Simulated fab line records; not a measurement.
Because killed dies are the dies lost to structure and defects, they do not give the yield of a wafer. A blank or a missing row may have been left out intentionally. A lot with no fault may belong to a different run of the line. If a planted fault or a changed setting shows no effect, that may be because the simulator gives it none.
Which tool did it? | flow gf180mcu | 12 lots (36 wafers sampled), 1 step of a 602-step route

== WHAT EACH GAUGE READ, for each wafer ==
GF_M2_CD_MEAS_14: the cd target is 280 nm.
lot  | measured     | on        | cd_nm (nm)
L075 | day 19 17:10 | cd_sem-02 | 280.6 280.5 280.6
L077 | day 20 09:35 | cd_sem-01 | 280.2 279.7 280.7
L079 | day 21 04:52 | cd_sem-01 | 280.6 281.0 281.2
L081 | day 22 02:24 | cd_sem-02 | 280.8 280.7 280.9
L083 | day 22 16:17 | cd_sem-02 | 278.2 278.5 279.4
L085 | day 23 12:01 | cd_sem-01 | 278.2 279.8 278.8
L087 | day 23 20:31 | cd_sem-02 | 281.7 280.8 280.4
L089 | day 24 16:59 | cd_sem-01 | 278.2 278.6 278.8
L091 | day 25 21:50 | cd_sem-02 | 279.1 280.2 279.5
L094 | day 26 13:52 | cd_sem-01 | 281.4 281.0 281.5
L095 | day 26 17:29 | cd_sem-01 | 279.1 278.8 279.3
L097 | day 27 11:23 | cd_sem-02 | 280.7 281.5 280.8

== WHAT TOOL EACH LOT RAN ON (gives the tool, then ch and the chambers of the sampled wafers, and finally the start) ==
The record holds no process step before these readings.

== THE ANSWER, worked out from the rows above alone ==
Rule: the usual values come from the lots themselves. Put in order of their means at a reading, lots are off if they are a third of the lots or fewer, leave a main group of 4 or more, and stand apart from it by a gap of 3 or more times the standard deviation of the main group's means; of several such gaps the widest counts. A main group is skipped when, at the precision printed for the reading in the tables above, its means are all equal. A lot without any number at a reading at which 4 lots or more have one is off too. The other lots that the step has rows for count as sound.
Nothing can be told from this: no lot is off at any reading shown.

== WHAT THE SIMULATOR HAD PUT IN ==
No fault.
